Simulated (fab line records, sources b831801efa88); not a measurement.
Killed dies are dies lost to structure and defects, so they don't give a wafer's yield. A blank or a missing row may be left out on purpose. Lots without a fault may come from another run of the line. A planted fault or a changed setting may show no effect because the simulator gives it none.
Problem report in the 8D (eight disciplines) form, filled by code | flow gf180mcu | the parts of the form that need people (team, actions taken, sign-off) are left out

1. THE PROBLEM
STI_CVD_23_THK at GF_STI_THK_MEAS_24 reads a mean of 558 nm on 2 wafers of 1 lot; wafers without a fault read 651 nm with a standard deviation of 7.7. That is -12 standard deviations from the usual mean.
First seen on wafer L671.3, day 4 17:52, on film_metro-02. The record holds 36 wafers of 12 lots with a number at this step. Rule for "out", or "out of limits": more than 4 standard deviations from the usual mean. The other wafers with a number count as sound.

2. WHAT IT IS AND WHAT IT IS NOT
question                    | is               | is not
which readings at this step | STI_CVD_23_THK   | -
which lots                  | L671             | L659, L660, L661, L662, L663, L664, L665, L667, L668, L669, L682
which wafers of those lots  | L671.3, L671.6   | L671.1
read on which gauges        | film_metro-02    | film_metro-01, film_metro-04
when                        | from day 4 17:52 | up to then (31 sound wafers); but 3 sound wafers of L682 came after

3. SUSPECTS, AND WHAT RULES EACH OUT
Counting: a tool at a process step up to the reading stays a suspect if it ran every lot that is out. Sound lots after the first of them don't rule it out here, since some wafers of a struck lot are sound.
- the gauge at GF_STI_THK_MEAS_24: kept. All the wafers that are out were read on film_metro-02, and no step on other tools shows them out.
- hdpcvd-01 at GF_STI_CVD_23 (deposits SiO2, target thk 650 nm, time 108.3 s): kept. It ran the lot that is out, L671 (day 4 17:47); its last sound lot up to then is L669 (day 4 06:37).
Left after counting: hdpcvd-01 at GF_STI_CVD_23, film_metro-02 at GF_STI_THK_MEAS_24.

4. THE CAUSE (what the simulator had put in)
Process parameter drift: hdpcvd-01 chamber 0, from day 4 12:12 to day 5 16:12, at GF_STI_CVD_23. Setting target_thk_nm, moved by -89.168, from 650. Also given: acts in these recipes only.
Counting left 2 suspects, and this tool is among them.

5. THE CHAIN OF EFFECTS, in route order
Each row: a reading whose mean over the struck wafers that have a number lies more than 3 standard deviations from the usual. Only readings for which the record gives a usual standard deviation are gone through. hours: the time from each lot's start at the first step in this table that gives one to its start at this step, as a median over the lots. sigmas: the change in usual standard deviations.
hours | step               | reading            | usual  | on struck wafers | change | sigmas
0     | GF_STI_THK_MEAS_24 | STI_CVD_23_THK     | 651 nm | 558              | -92    | -12
0     | GF_STI_CMP_25      | time_to_endpoint_s | 124 s  | 109              | -15    | -3.1
The process steps in it:
- GF_STI_CMP_25: polishes, stops on Si3N4, t overpolish 33 s, target thk 524.6 nm.
Later measuring or inspecting steps at which every struck wafer that the step has a row for has a number for every such reading, and none has moved that far: GF_CONTACT_OVL_MEAS_15, GF_M1_RS_MEAS_05.

6. WHAT WOULD HAVE CAUGHT IT SOONER
In this record the first reading out of limits at a measuring or inspecting step was taken at day 4 17:52, 6 hours after the fault began at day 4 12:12.
All the lots that are out (1) had begun GF_STI_CVD_23 on hdpcvd-01 by day 4 17:52. A hold on the tool at that time would have spared none of them.
